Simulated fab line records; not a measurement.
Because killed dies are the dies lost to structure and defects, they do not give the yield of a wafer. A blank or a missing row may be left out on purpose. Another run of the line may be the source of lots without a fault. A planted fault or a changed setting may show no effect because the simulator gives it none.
What tool caused it?    flow gf180mcu    Sampling: 7 lots, 21 wafers, 2 of 602 route steps

## WHAT EACH GAUGE READ, for each wafer
GF_V5_BOW_MEAS_05.
lot   measured      on             V5_BOW (um)
L944  day 26 15:30  film metro-03  138 136 139
L946  day 27 08:13  film metro-03  143 145 143
L948  day 27 21:29  film metro-04  127 135 135
L957  day 30 18:18  film metro-03  139 130 131
L960  day 31 12:38  film metro-03  134 137 121
L964  day 32 11:20  film metro-02  117 128 121
L966  day 33 02:37  film metro-04  141 146 146

## WHAT TOOL EACH LOT RAN ON (gives the tool, then ch and the chambers of the sampled wafers, and finally the start)
lot   GF_VT_IMPLANT_DEVELOP_06
L944  litho track-02 ch 0, day 5 18:29
L946  litho track-02 ch 0, day 6 07:58
L948  litho track-03 ch 0, day 6 20:20
L957  litho track-03 ch 0, day 9 05:49
L960  litho track-01 ch 0, day 10 00:02
L964  litho track-02 ch 0, day 11 02:28
L966  litho track-02 ch 0, day 11 14:40
- GF_VT_IMPLANT_DEVELOP_06: develop time 60 s.

## THE ANSWER, worked out from the rows above alone
Rule: the usual values come from the lots themselves. The widest of any qualifying gaps counts: lots, ordered by their means at a reading, are off when they make up no more than a third of the lots, leave a main group of 4 or more, and stand apart from it by 3 or more times the standard deviation of that group's means. A main group whose means are all the same, to the digits that the tables above print for the reading, isn't used. A lot without any number at a reading at which 4 lots or more have one is off too. Any other lot the step has rows for is counted as sound.
No lot is off on any of the readings shown, so nothing can be concluded from this.

## WHAT WAS PUT IN BY THE SIMULATOR
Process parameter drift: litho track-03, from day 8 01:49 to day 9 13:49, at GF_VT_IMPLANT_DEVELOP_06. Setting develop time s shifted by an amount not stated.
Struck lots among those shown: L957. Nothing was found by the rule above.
